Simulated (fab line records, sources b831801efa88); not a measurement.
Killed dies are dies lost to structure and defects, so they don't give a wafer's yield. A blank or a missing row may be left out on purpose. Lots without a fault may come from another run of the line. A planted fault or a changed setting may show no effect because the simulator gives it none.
Split-lot experiment | flow sky130 | 5 lots, 11 wafers read, on a route of 708 steps

THE SPLIT
At SKY_VIA1_CMP_02 (polishes SiO2), the setting leave_above_ref_nm was moved away from the recipe's 345 nm on 2 of the 11 wafers read, by +6.3% to +6.4%. The other wafers ran this setting at the recipe's value.

The reading is taken at the split's own step.

THE READING
SiO2_of_VIA1_HDPCVD_00.thk_nm (the simulator's own value, which no gauge read), in nm, at SKY_VIA1_CMP_02 (polishes SiO2). The file gives no usual value for it. The 9 wafers here that ran the recipe average 344.9 nm, standard deviation 1.4 nm.

wafer  | tool, chamber at the split | leave_above_ref_nm as run, nm | against the recipe | SiO2_of_VIA1_HDPCVD_00.thk_nm, nm | against lot-mates on the recipe
L075.2 | cmp-01, 0                  | 345                           | recipe             | 348                               | -
L075.6 | cmp-01, 3                  | 367.2                         | +6.4%              | 367.7                             | +19.7
L078.3 | cmp-02, 1                  | 366.8                         | +6.3%              | 366                               | +20.9
L078.4 | cmp-02, 3                  | 345                           | recipe             | 345.1                             | -
L079.2 | cmp-02, 3                  | 345                           | recipe             | 345.5                             | -
L079.4 | cmp-02, 1                  | 345                           | recipe             | 344.9                             | -
L080.4 | cmp-01, 1                  | 345                           | recipe             | 345.3                             | -
L080.1 | cmp-01, 2                  | 345                           | recipe             | 343                               | -
L080.5 | cmp-01, 2                  | 345                           | recipe             | 343.3                             | -
L081.1 | cmp-01, 1                  | 345                           | recipe             | 344.9                             | -
L081.2 | cmp-01, 2                  | 345                           | recipe             | 344.3                             | -

THE FIT
A straight line over all 11 wafers: SiO2_of_VIA1_HDPCVD_00.thk_nm changes by +3.44 nm for each +1% of leave_above_ref_nm; r = +0.99; the points scatter about the line by 1.4 nm.
The same after taking each lot's own level away (the mean of its wafers on the recipe; 11 wafers): +3.18 nm for each +1%; r = +1.00; scatter 0.72 nm.
On that fit, the largest move of leave_above_ref_nm shifts the reading by 20 nm.
The lots' own levels span 343.87 to 348.00 nm, that is 3.0 times the standard deviation above.
So the lot-to-lot level changes the slope little: the two slopes agree.
Check: with one of the wafers moved furthest among these (+6.4%) left out of the fit, the line predicts +21.3 nm for it against its lot-mates. It came out at +19.7 nm against them.

OTHER SPLITS ON THESE WAFERS
These wafers also went through other splits before the reading. Each is held against what the fit with the lots' levels taken away leaves over:
other split on the same wafers   | wafers away from the commonest value | r with SiO2_of_VIA1_HDPCVD_00.thk_nm (lot level and that fit taken away)
SKY_CONTACT_SPUTTER_23 power_w   | 3                                    | -0.30
SKY_METAL1_COAT_10 spin_rpm      | 4                                    | -0.15
SKY_METAL1_DEVELOP_14 dev_temp_c | 3                                    | -0.16

THE FILE'S OWN FIT
SiO2_of_VIA1_HDPCVD_00.thk_nm changes by +3.19 nm for each +1% of leave_above_ref_nm, r = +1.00.
